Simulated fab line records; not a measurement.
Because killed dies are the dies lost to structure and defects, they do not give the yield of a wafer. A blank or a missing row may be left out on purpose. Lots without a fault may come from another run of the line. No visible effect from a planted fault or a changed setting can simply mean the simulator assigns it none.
Lot-split experiment ; flow gf180mcu ; route with 602 steps; 5 lots, 23 wafers read

## ON THE SPLIT
At GF_CONTACT_CVD_00 (deposits SiO2, target thk 300 nm, time 50 s), the setting sih4-flow-sccm was moved away from the recipe's 60 sccm on 11 of the 23 wafers read, by -5.0% to +12.2%. For the rest of the wafers, this setting stayed at what the recipe calls for.

No step appears in the file between the split and the reading.

## THE READING
CONTACT_CVD_00_THK, in nm, at GF_CONTACT_THK_MEAS_01. Fault-free wafers of this fab line usually give 298 nm, standard deviation 3.1 nm.

wafer;tool, chamber at the split;sih4-flow-sccm as run, sccm;against the recipe;CONTACT_CVD_00_THK, nm;against lot-mates on the recipe
L076.2;hdpcvd-02, 0;66.4;+10.7%;327;+33
L076.3;hdpcvd-02, 2;66.4;+10.7%;321;+27
L076.4;hdpcvd-02, 2;60;recipe;293;-
L076.5;hdpcvd-02, 1;60;recipe;295;-
L076.6;hdpcvd-02, 0;60;recipe;293;-
L077.1;hdpcvd-02, 0;60;recipe;301;-
L077.2;hdpcvd-02, 2;60;recipe;293;-
L077.6;hdpcvd-02, 1;60;recipe;298;-
L080.1;hdpcvd-01, 2;67.11;+11.9%;339;+36
L080.2;hdpcvd-01, 1;60;recipe;299;-
L080.3;hdpcvd-01, 0;67.11;+11.9%;338;+36
L080.5;hdpcvd-01, 0;60;recipe;306;-
L080.6;hdpcvd-01, 1;67.11;+11.9%;336;+34
L082.1;hdpcvd-02, 2;60;recipe;299;-
L082.2;hdpcvd-02, 0;57.02;-5.0%;282;-16
L082.3;hdpcvd-02, 1;57.02;-5.0%;285;-14
L082.5;hdpcvd-02, 2;60;recipe;298;-
L082.6;hdpcvd-02, 1;57.02;-5.0%;284;-14
L084.1;hdpcvd-02, 0;60;recipe;295;-
L084.2;hdpcvd-02, 1;67.29;+12.2%;333;+38
L084.3;hdpcvd-02, 2;67.29;+12.2%;332;+37
L084.5;hdpcvd-02, 0;60;recipe;295;-
L084.6;hdpcvd-02, 1;67.29;+12.2%;334;+39

THE FIT
A straight line over all 23 wafers: CONTACT_CVD_00_THK changes by +3 nm for each +1% of sih4-flow-sccm; r = +0.98; the points scatter about the line by 4 nm.
The same after taking each lot's own level away (the mean of its wafers on the recipe; 23 wafers): +3.01 nm for each +1%; r = +0.99; scatter 2.2 nm.
That fit puts the effect of the largest move of sih4-flow-sccm on the reading at 37 nm.
From 293.7 to 302.5 nm: that is the span of the lots' own levels, equal to 2.8 times the standard deviation above.
So the lot-to-lot level changes the slope little: the two slopes agree.
Check: for one of the wafers moved furthest among these (+12.2%), held out of the fit, the line's prediction against its lot-mates is +36.3 nm. It came out at +38 nm against them.

## THE OTHER SPLITS THESE WAFERS WENT THROUGH
Before the reading, these wafers also passed through other splits. Each is held against what the fit with the lots' levels taken away leaves over:
other split on the same wafers;wafers away from the commonest value;r with CONTACT_CVD_00_THK (lot level and that fit taken away)
GF_HV_LDD_SOFTBAKE_03 temp-c;11;+0.06
GF_HV_LDD_IMPLANT_34 dose-cm2;9;+0.07
GF_HV_LDD_IMPLANT_48 energy-kev;8;+0.02
GF_NSD_COAT_02 resist-thk-nm;6;-0.03
GF_NSD_IMPLANT_10 energy-kev;8;+0.37
GF_SAB_COAT_04 resist-thk-nm;11;+0.01
GF_SALICIDE_SPUTTER_03 power-w;8;-0.12

## THE WHOLE CHAIN: every reading that the file lists as answering this split, in the file's order
step;what it does;reading;change (the file's fit);r (the file's)
GF_CONTACT_CVD_00;deposits SiO2, target thk 300 nm, time 50 s;SiO2_of_CONTACT_CVD_00.thk-nm (the simulator's own value, which no gauge read);+3 nm for each +1% of the setting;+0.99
GF_CONTACT_THK_MEAS_01;;CONTACT_CVD_00_THK;+3 for each +1% of the setting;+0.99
GF_CONTACT_ETCH_17;etches SiO2 in C4F8/O2/Ar, stops on CoSi2, target depth 860 nm;CONTACT.feature-depth-nm (the simulator's own value, which no gauge read);+2.94 nm for each +1% of the setting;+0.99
GF_CONTACT_ETCH_17;etches SiO2 in C4F8/O2/Ar, stops on CoSi2, target depth 860 nm;etch.depth-nm (the simulator's own value, which no gauge read);+3.07 nm for each +1% of the setting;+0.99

## FILE'S OWN FIT
CONTACT_CVD_00_THK changes by +3 nm for each +1% of sih4-flow-sccm, r = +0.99.
